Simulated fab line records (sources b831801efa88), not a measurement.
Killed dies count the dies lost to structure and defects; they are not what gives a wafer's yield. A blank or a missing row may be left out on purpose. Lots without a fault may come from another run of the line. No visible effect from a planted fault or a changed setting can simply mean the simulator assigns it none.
A lot that was struck, set against a sound lot -- flow sfq_line -- 13 out of 325 route steps
Sound: these wafers, L817.1, L817.2, L817.3. Struck: wafers L827.4, L827.5 (left out: L827.3, a lot-mate that was not struck); the cause follows at the end.
Per side, at each step with rows, come the tool, then ch with its chambers, and then its first start. Under that, the readings that differ: sound wafers -- struck wafers -- difference of the means -- sigmas: that difference in standard deviations of wafers without a fault.
alike: same words and numbers on both sides, and readings whose means sit less than 2 such deviations apart. not compared: any withheld reading, any reading some wafer has no value for, any bound like >300 that may hide the same value, and any number with overlapping values for which the record gives no deviation.
A row with sigmas, a row that says differs or no value, or rows on one side alone: a step with any of these is where the two part. Numbers that don't overlap but have no deviation are shown without sigmas and don't part them. A reading that every wafer of one side lacks parts them only if that side has two wafers or more.

SFQ_TRILAYER_JJ_TRILAYER_DEP_SPUTTER_112: material Nb, target thk 170 nm, time 113.3 s.
  sound: pvd_sputter-05 at day 64 10:17; struck: pvd_sputter-05 at day 67 08:56
  alike: substrate_temp_c, throttle_valve_pct
SFQ_JJ_RS_MEAS_929: a four-point-probe measurement.
  sound: film_metro-03 at day 64 10:22; struck: film_metro-02 at day 67 09:04
  alike: JJ_NB_RS
then, 6 steps without rows for these wafers: SFQ_TRILAYER_JJ_CE_LITHO_COAT_119 (resist thk 62 nm); SFQ_TRILAYER_JJ_CE_LITHO_COAT_114 (resist thk 600 nm); SFQ_TRILAYER_JJ_CE_LITHO_SOFTBAKE_118; SFQ_TRILAYER_JJ_CE_LITHO_EXPOSE_115 (exposes mask J5, target cd 700 nm); SFQ_TRILAYER_JJ_CE_LITHO_PEB_117 (peb time 60 s); SFQ_TRILAYER_JJ_CE_LITHO_DEVELOP_116 (time 60 s).
-- the record jumps here: 3 days lie between the struck wafers' starts before and after --
SFQ_JJ_OVL_MEAS_931:
  sound: overlay-02 at day 68 12:57; struck: overlay-02 at day 70 02:10
  alike: J5_OVL
SFQ_TRILAYER_JJ_CE_METRO_MEASURE_117:
  sound: cd_sem-02 at day 68 12:59; struck: cd_sem-02 at day 70 02:35
  alike: cd_nm
SFQ_TRILAYER_JJ_CE_BARC_OPEN_RIE_150: chemistry O2, target BARC, target depth 240 nm, time 80 s.
  sound on rie_metal-01 ch 0,1, day 68 14:11; struck on rie_metal-03 ch 1, day 70 03:25
  alike: drypump_motor_current_A, oes_product_au
  not compared: rf_hours_counter_h
SFQ_TRILAYER_JJ_CE_ETCH_RIE_118: chemistry SF6, target Nb, stops on Al2O3, time 97.7 s, target depth 170 nm.
  sound on rie_metal-01 ch 0,1, day 68 14:17; struck on rie_metal-03 ch 1, day 70 03:31
reading,sound,struck,difference,sigmas
drypump_motor_current_A (A),5.3 6.0 6.0,5.1 5.2,-0.6,-2
oes_product_au (a.u.),0.974 0.993 0.980,1.006 1.004,+0.023,+2
model.KrF_of_TRILAYER_JJ_CE_LITHO_COAT_114.thk_nm (nm),480.2 476.1 478.3,435 435.3,-43,
  not compared: rf_hours_counter_h
then, 1 step without rows for these wafers: SFQ_TRILAYER_JJ_ANODIZE_ANODIZE_119.

## WHERE THEY PART
SFQ_TRILAYER_JJ_CE_ETCH_RIE_118 only, going by this record.

WHY: the cause the simulator had injected
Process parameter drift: rie_metal-03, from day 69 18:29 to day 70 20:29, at SFQ_TRILAYER_JJ_CE_ETCH_RIE_118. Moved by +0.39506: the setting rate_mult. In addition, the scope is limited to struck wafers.
